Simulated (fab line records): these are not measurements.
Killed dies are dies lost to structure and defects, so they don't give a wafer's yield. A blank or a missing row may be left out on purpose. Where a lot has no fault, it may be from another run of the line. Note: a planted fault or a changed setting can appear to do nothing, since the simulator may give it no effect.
2 desks, one fault + flow sky130 + each desk has only its own numbers; what lay behind them comes last

## THE TOOL OWNER'S DESK: cmp-01
The tool's own readings at SKY_VIA1_CMP_02 (polishes SiO2): means of the sampled wafers that have a number, for each lot that ran on this tool. The brackets show how far a lot's mean lies from the usual mean; more than 4 standard deviations puts the lot out of limits, marked OUT.
Columns: A = motor-current-A at SKY_VIA1_CMP_02, usual 12.1 A
| lot  | first seen here | A    |
|------|-----------------|------|
| L330 | day 34 08:21    | 12.0 |
| L332 | day 34 18:46    | 12.1 |
| L334 | day 35 04:50    | 12.1 |
| L335 | day 35 17:35    | 12.5 |
| L337 | day 36 07:19    | 12.9 |
| L347 | day 39 16:44    | 12.3 |
| L349 | day 40 00:17    | 12.4 |
This desk found nothing out of limits on any of the 7 lots.

## AT THE METROLOGY DESK
Means of the sampled wafers that have a number, per lot and without regard to the tool the lot ran on: this is what the gauges read. The brackets show how far a lot's mean lies from the usual mean; more than 4 standard deviations puts the lot out of limits, marked OUT.
Columns: A = cd-nm at SKY_CONTACT_CD_MEAS_14, usual 170.3 nm; B = cd-nm at SKY_VIA1_CD_MEAS_12, usual 149.6 nm
| lot  | first seen here | A     | B     |
|------|-----------------|-------|-------|
| L327 | day 31 05:05    | 165.7 | 148.9 |
| L326 | day 31 08:04    | 169.2 | 150.0 |
| L329 | day 32 19:12    | 170.6 | 148.5 |
| L330 | day 33 02:46    | 169.5 | 151.5 |
| L332 | day 33 13:54    | 170.9 | 152.7 |
| L331 | day 33 14:28    | 168.8 | 150.4 |
| L334 | day 34 00:39    | 172.0 | 151.3 |
| L335 | day 34 12:16    | 169.6 | 150.3 |
| L337 | day 35 02:01    | 172.8 | 149.3 |
| L343 | day 36 18:18    | 169.9 | 150.0 |
| L347 | day 38 13:32    | 170.9 | 149.6 |
| L348 | day 38 14:21    | 169.2 | 149.9 |
| L349 | day 38 20:34    | 171.7 | 150.6 |
This desk found nothing out of limits on any of the 13 lots.

## TAKEN TOGETHER
The tool owner's desk saw nothing out of limits.
At the metrology desk, nothing out of limits was observed.

## WHAT THE SIMULATOR PUT IN
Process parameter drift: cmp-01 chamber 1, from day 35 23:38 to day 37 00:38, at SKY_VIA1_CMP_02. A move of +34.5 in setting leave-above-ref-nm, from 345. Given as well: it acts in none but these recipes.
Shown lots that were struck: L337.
